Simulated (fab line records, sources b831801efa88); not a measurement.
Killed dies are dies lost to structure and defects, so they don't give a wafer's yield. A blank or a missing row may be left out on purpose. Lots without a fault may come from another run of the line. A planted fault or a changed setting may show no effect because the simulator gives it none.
Which tool did it? | flow sfq_line | 6 lots, 18 wafers sampled, at 1 step of a route of 325

WHAT THE GAUGES READ, wafer by wafer
SFQ_M7_RS_MEAS_943: measures by four-point-probe.
lot  | measured     | on            | M7_NB_RS (ohm/sq)
L289 | day 71 17:14 | film_metro-04 | 0.899 0.893 0.902
L291 | day 71 21:25 | film_metro-02 | 0.892 0.898 0.891
L303 | day 82 17:13 | film_metro-02 | 0.896 0.904 0.909
L305 | day 88 09:16 | film_metro-04 | 0.895 0.903 0.902
L307 | day 89 09:47 | film_metro-01 | 0.892 0.902 0.912
L309 | day 89 16:11 | film_metro-01 | 0.898 0.901 0.896

WHICH TOOL RAN EACH LOT (tool, then ch and the chambers of the sampled wafers, then the start)
The record holds no process step before these readings.

THE ANSWER, worked out from the rows above alone
Rule: what is usual is taken from the lots themselves. Put in order of their means at a reading, lots are off if they are a third of the lots or fewer, leave a main group of 4 or more, and stand apart from it by a gap of 3 or more times the standard deviation of the main group's means; of several such gaps the widest counts. A main group whose means are all the same, to the digits that the tables above print for the reading, isn't used. A lot without any number at a reading at which 4 lots or more have one is off too. The other lots that the step has rows for count as sound.
No lot is off at any reading shown: from this, nothing can be told.

WHAT THE SIMULATOR HAD PUT IN
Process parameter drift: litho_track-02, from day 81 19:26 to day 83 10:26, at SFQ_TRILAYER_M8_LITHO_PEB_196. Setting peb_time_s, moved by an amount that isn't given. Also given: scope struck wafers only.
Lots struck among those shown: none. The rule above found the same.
